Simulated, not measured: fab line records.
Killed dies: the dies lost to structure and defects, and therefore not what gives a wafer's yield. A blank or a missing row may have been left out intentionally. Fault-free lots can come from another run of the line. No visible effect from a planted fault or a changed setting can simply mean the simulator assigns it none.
The tool behind it: which one? + flow sky130 + Sampling: 6 lots, 18 wafers, 2 of 708 route steps

## WHAT THE GAUGES SHOWED, per wafer
SKY_VIA4_RS_MEAS_19: the measuring method here is four-point-probe.
| lot  | measured     | on           | VIA4_W_RS (ohm/sq)   |
|------|--------------|--------------|----------------------|
| L733 | day 43 14:09 | filmMetro-04 | 0.2247 0.2265 0.2258 |
| L738 | day 45 02:42 | filmMetro-04 | 0.2257 0.2276 0.2274 |
| L744 | day 46 21:25 | filmMetro-03 | 0.2274 0.2285 0.2276 |
| L747 | day 47 08:34 | filmMetro-04 | 0.2261 0.2260 0.2281 |
| L749 | day 47 18:35 | filmMetro-03 | 0.2232 0.2266 0.2273 |
| L752 | day 48 17:10 | filmMetro-04 | 0.2286 0.2228 0.2250 |

## EACH LOT AND THE TOOL THAT RAN IT (in order: tool; ch and the chambers of the sampled wafers; start)
| lot  | SKY_CONTACT_CVD_24           |
|------|------------------------------|
| L733 | cvdW-02 ch 0,1, day 32 10:51 |
| L738 | cvdW-02 ch 0,1, day 34 06:39 |
| L744 | cvdW-02 ch 0,1, day 36 13:14 |
| L747 | cvdW-02 ch 0,1, day 37 03:12 |
| L749 | cvdW-02 ch 0,1, day 37 12:30 |
| L752 | cvdW-02 ch 1, day 38 21:40   |
- SKY_CONTACT_CVD_24: deposits W, target thk 340 nm, time 102.12 s.

## THE ANSWER, worked out from the rows above alone
Rule: the usual values come from the lots themselves. The widest of any qualifying gaps counts: lots, ordered by their means at a reading, are off when they make up no more than a third of the lots, leave a main group of 4 or more, and stand apart from it by 3 or more times the standard deviation of that group's means. Not used: any main group whose means are identical at the precision the tables above print for the reading. Also off: a lot with no number at a reading for which 4 or more lots have one. The other lots that the step has rows for count as sound.
No lot is off on any of the readings shown, so nothing can be concluded from this.

## WHAT THE SIMULATOR PUT IN
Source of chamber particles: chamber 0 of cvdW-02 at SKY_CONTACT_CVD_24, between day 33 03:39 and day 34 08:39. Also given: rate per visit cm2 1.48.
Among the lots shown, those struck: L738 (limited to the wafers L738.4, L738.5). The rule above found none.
